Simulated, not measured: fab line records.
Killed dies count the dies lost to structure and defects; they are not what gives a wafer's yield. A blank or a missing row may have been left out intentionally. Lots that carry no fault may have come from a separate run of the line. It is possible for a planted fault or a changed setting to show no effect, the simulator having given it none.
Chamber matching || flow gf180mcu || 4 sister chambers for GF_V2_CMP_04 on cmp-01
The step polishes SiO2. 8 wafers are shown with their chamber, then 12 later ones without.

## WAFERS WITH THEIR CHAMBER
{"wafer": "L083.2", "chamber": 0, "motor_current_A (A)": 12.8, "time_to_endpoint_s (s)": 88}
{"wafer": "L088.1", "chamber": 1, "motor_current_A (A)": 15.6, "time_to_endpoint_s (s)": 83}
{"wafer": "L089.2", "chamber": 2, "motor_current_A (A)": 11.3, "time_to_endpoint_s (s)": 78}
{"wafer": "L089.3", "chamber": 1, "motor_current_A (A)": 15.6, "time_to_endpoint_s (s)": 84}
{"wafer": "L089.4", "chamber": 3, "motor_current_A (A)": 14.2, "time_to_endpoint_s (s)": 96}
{"wafer": "L090.1", "chamber": 2, "motor_current_A (A)": 12.4, "time_to_endpoint_s (s)": 86}
{"wafer": "L090.2", "chamber": 0, "motor_current_A (A)": 12.7, "time_to_endpoint_s (s)": 82}
{"wafer": "L090.3", "chamber": 3, "motor_current_A (A)": 14.1, "time_to_endpoint_s (s)": 85}

## WAFERS MISSING THEIR CHAMBER
{"wafer": "L092.4", "motor_current_A (A)": 15.8, "time_to_endpoint_s (s)": 97}
{"wafer": "L092.5", "motor_current_A (A)": 11.8, "time_to_endpoint_s (s)": 89}
{"wafer": "L092.6", "motor_current_A (A)": 15.9, "time_to_endpoint_s (s)": 93}
{"wafer": "L093.1", "motor_current_A (A)": 13.7, "time_to_endpoint_s (s)": 80}
{"wafer": "L093.2", "motor_current_A (A)": 12.8, "time_to_endpoint_s (s)": 80}
{"wafer": "L093.3", "motor_current_A (A)": 11.7, "time_to_endpoint_s (s)": 84}
{"wafer": "L096.2", "motor_current_A (A)": 11.6, "time_to_endpoint_s (s)": 74}
{"wafer": "L096.4", "motor_current_A (A)": 15.5, "time_to_endpoint_s (s)": 88}
{"wafer": "L096.6", "motor_current_A (A)": 12.1, "time_to_endpoint_s (s)": 88}
{"wafer": "L097.1", "motor_current_A (A)": 13.9, "time_to_endpoint_s (s)": 89}
{"wafer": "L097.5", "motor_current_A (A)": 16.8, "time_to_endpoint_s (s)": 88}
{"wafer": "L097.6", "motor_current_A (A)": 12.1, "time_to_endpoint_s (s)": 88}

## THE CHAMBER EACH PASSED THROUGH
{"wafer": "L092.4", "from the rows above": "can't be placed: 1 or 3", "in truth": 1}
{"wafer": "L092.5", "from the rows above": "can't be placed: 2 or 0", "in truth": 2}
{"wafer": "L092.6", "from the rows above": 1, "in truth": 1}
{"wafer": "L093.1", "from the rows above": "can't be placed: 3 or 0", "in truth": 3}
{"wafer": "L093.2", "from the rows above": "can't be placed: 0 or 2", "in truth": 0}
{"wafer": "L093.3", "from the rows above": 2, "in truth": 2}
{"wafer": "L096.2", "from the rows above": "can't be placed: 2 or 0", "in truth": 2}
{"wafer": "L096.4", "from the rows above": 1, "in truth": 1}
{"wafer": "L096.6", "from the rows above": "can't be placed: 2 or 0", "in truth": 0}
{"wafer": "L097.1", "from the rows above": 3, "in truth": 3}
{"wafer": "L097.5", "from the rows above": 1, "in truth": 1}
{"wafer": "L097.6", "from the rows above": "can't be placed: 2 or 0", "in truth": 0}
Correct placement for 5 of the 12. Can't be placed from these rows: 7 (the true chamber is among the candidates in 7). Wrongly placed: 0.
How it was worked out, from the rows above alone: a wafer's distance from a chamber is the root of the sum, over the readings, of the square of ((its reading less the chamber's mean) divided by the reading's scatter). If the next closest chamber is less than 2 further off than the closest, the wafer can't be placed; otherwise it belongs to the closest. The mean given for a chamber averages the wafers shown for that chamber. How the scatter is found: for the shown wafers, subtract from each reading the mean of its chamber, square and add these, divide the total by (wafers less chambers), then take the root.
